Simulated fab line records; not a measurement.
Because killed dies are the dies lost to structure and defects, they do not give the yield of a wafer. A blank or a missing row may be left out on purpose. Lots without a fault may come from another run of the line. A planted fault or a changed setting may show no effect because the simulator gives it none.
Chamber matching / flow gf180mcu / GF_V1_CMP_04 on cmp-01 has 4 sister chambers
The step polishes SiO2. 8 wafers are shown with their chamber, then 12 later ones without.

== WAFERS PAIRED WITH THEIR CHAMBERS ==
wafer=L080.6; chamber=0; motor current A (A)=9.7; time to endpoint s (s)=75
wafer=L084.1; chamber=0; motor current A (A)=11.0; time to endpoint s (s)=84
wafer=L084.4; chamber=3; motor current A (A)=12.5; time to endpoint s (s)=86
wafer=L088.4; chamber=3; motor current A (A)=12.2; time to endpoint s (s)=85
wafer=L088.5; chamber=1; motor current A (A)=12.7; time to endpoint s (s)=83
wafer=L090.1; chamber=1; motor current A (A)=13.1; time to endpoint s (s)=82
wafer=L090.4; chamber=2; motor current A (A)=13.0; time to endpoint s (s)=89
wafer=L090.6; chamber=2; motor current A (A)=12.8; time to endpoint s (s)=83

== WAFERS WITHOUT THEIR CHAMBER ==
wafer=L091.2; motor current A (A)=12.3; time to endpoint s (s)=82
wafer=L091.3; motor current A (A)=12.2; time to endpoint s (s)=81
wafer=L091.6; motor current A (A)=12.1; time to endpoint s (s)=87
wafer=L094.4; motor current A (A)=12.6; time to endpoint s (s)=83
wafer=L094.5; motor current A (A)=12.3; time to endpoint s (s)=83
wafer=L094.6; motor current A (A)=12.1; time to endpoint s (s)=89
wafer=L096.2; motor current A (A)=12.4; time to endpoint s (s)=79
wafer=L096.3; motor current A (A)=12.7; time to endpoint s (s)=82
wafer=L096.5; motor current A (A)=10.1; time to endpoint s (s)=89
wafer=L097.1; motor current A (A)=12.5; time to endpoint s (s)=85
wafer=L097.5; motor current A (A)=12.6; time to endpoint s (s)=92
wafer=L097.6; motor current A (A)=10.3; time to endpoint s (s)=91

== WHICH CHAMBER EACH WENT THROUGH ==
wafer=L091.2; from the rows above=can't be placed: 3 or 1 or 2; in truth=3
wafer=L091.3; from the rows above=can't be placed: 3 or 1 or 2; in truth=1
wafer=L091.6; from the rows above=can't be placed: 3 or 2 or 1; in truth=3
wafer=L094.4; from the rows above=can't be placed: 1 or 3 or 2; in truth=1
wafer=L094.5; from the rows above=can't be placed: 3 or 1 or 2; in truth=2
wafer=L094.6; from the rows above=can't be placed: 3 or 2 or 1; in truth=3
wafer=L096.2; from the rows above=can't be placed: 1 or 3 or 2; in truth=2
wafer=L096.3; from the rows above=can't be placed: 1 or 2 or 3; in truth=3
wafer=L096.5; from the rows above=0; in truth=0
wafer=L097.1; from the rows above=can't be placed: 3 or 2 or 1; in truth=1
wafer=L097.5; from the rows above=can't be placed: 2 or 3 or 1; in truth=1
wafer=L097.6; from the rows above=can't be placed: 0 or 3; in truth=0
Placed correctly: 1 of 12. Cannot be placed on the basis of these rows: 11; the candidates contain the true chamber in 11. Wrongly placed: 0.
How it was worked out, from the rows above alone: a wafer's distance from a chamber is the root of the sum, over the readings, of the square of ((its reading less the chamber's mean) divided by the reading's scatter). The wafer belongs to the nearest chamber; if the next one is less than 2 further off, it can't be placed. The mean given for a chamber averages the wafers shown for that chamber. How the scatter is found: for the shown wafers, subtract from each reading the mean of its chamber, square and add these, divide the total by (wafers less chambers), then take the root.
